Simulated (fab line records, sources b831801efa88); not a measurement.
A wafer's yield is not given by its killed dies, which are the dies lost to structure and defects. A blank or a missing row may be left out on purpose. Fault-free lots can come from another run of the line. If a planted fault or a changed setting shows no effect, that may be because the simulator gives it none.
What tool caused it? :: flow gf180mcu :: 6 lots, 18 wafers sampled, at 2 steps of a route of 602

WHAT EACH GAUGE READ, for each wafer
GF_PSD_RS_MEAS_14: measurement is done with a four-point probe.
lot: L829
measured: day 14 20:50
on: film_metro-01
NSD_RS (ohm/sq): 46.06 46.01 46.05

lot: L831
measured: day 15 10:32
on: film_metro-01
NSD_RS (ohm/sq): 46.03 46.01 46.00

lot: L834
measured: day 16 18:07
on: film_metro-04
NSD_RS (ohm/sq): 46.09 46.10 45.90

lot: L843
measured: day 20 05:07
on: film_metro-02
NSD_RS (ohm/sq): 45.31 45.19 45.11

lot: L845
measured: day 20 17:53
on: film_metro-02
NSD_RS (ohm/sq): 46.28 46.15 46.28

lot: L847
measured: day 21 11:06
on: film_metro-04
NSD_RS (ohm/sq): 46.19 46.00 46.10

WHICH TOOL RAN EACH LOT (tool, then ch and the chambers of the sampled wafers, then the start)
lot: L829
GF_PSD_RTA_13: rtp_anneal-02 ch 0, day 14 20:44

lot: L831
GF_PSD_RTA_13: rtp_anneal-01 ch 0, day 15 10:27

lot: L834
GF_PSD_RTA_13: rtp_anneal-02 ch 0, day 16 18:02

lot: L843
GF_PSD_RTA_13: rtp_anneal-02 ch 0, day 20 05:01

lot: L845
GF_PSD_RTA_13: rtp_anneal-01 ch 0, day 20 17:49

lot: L847
GF_PSD_RTA_13: rtp_anneal-01 ch 0, day 21 11:01
- GF_PSD_RTA_13: time 20 s.

THE ANSWER, worked out from the rows above alone
Rule: usual is defined by the lots themselves. Put in order of their means at a reading, lots are off if they are a third of the lots or fewer, leave a main group of 4 or more, and stand apart from it by a gap of 3 or more times the standard deviation of the main group's means; of several such gaps the widest counts. A main group whose means are all the same, to the digits that the tables above print for the reading, isn't used. A lot without any number at a reading at which 4 lots or more have one is off too. Any other lot the step has rows for is counted as sound.
Off: L843, at GF_PSD_RS_MEAS_14 (NSD_RS). The main group has a mean of 46.08 ohm/sq with a standard deviation of 0.082.
If a tool, at a process step before that reading, ran all the lots that are off and no sound lot after the first of them, it fits. The gauges at GF_PSD_RS_MEAS_14 are tried like those tools. One candidate fits, namely rtp_anneal-02 at GF_PSD_RTA_13. A fault onset in the window from L834 (day 16 18:02, its last sound lot) to L843 (day 20 05:01, its first lot off) fits.

WHAT HAD BEEN PUT IN BY THE SIMULATOR
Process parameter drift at GF_PSD_RTA_13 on rtp_anneal-02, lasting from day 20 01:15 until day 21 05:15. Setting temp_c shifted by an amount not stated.
Struck lots among those shown: L843. This agrees with what the rule above found.
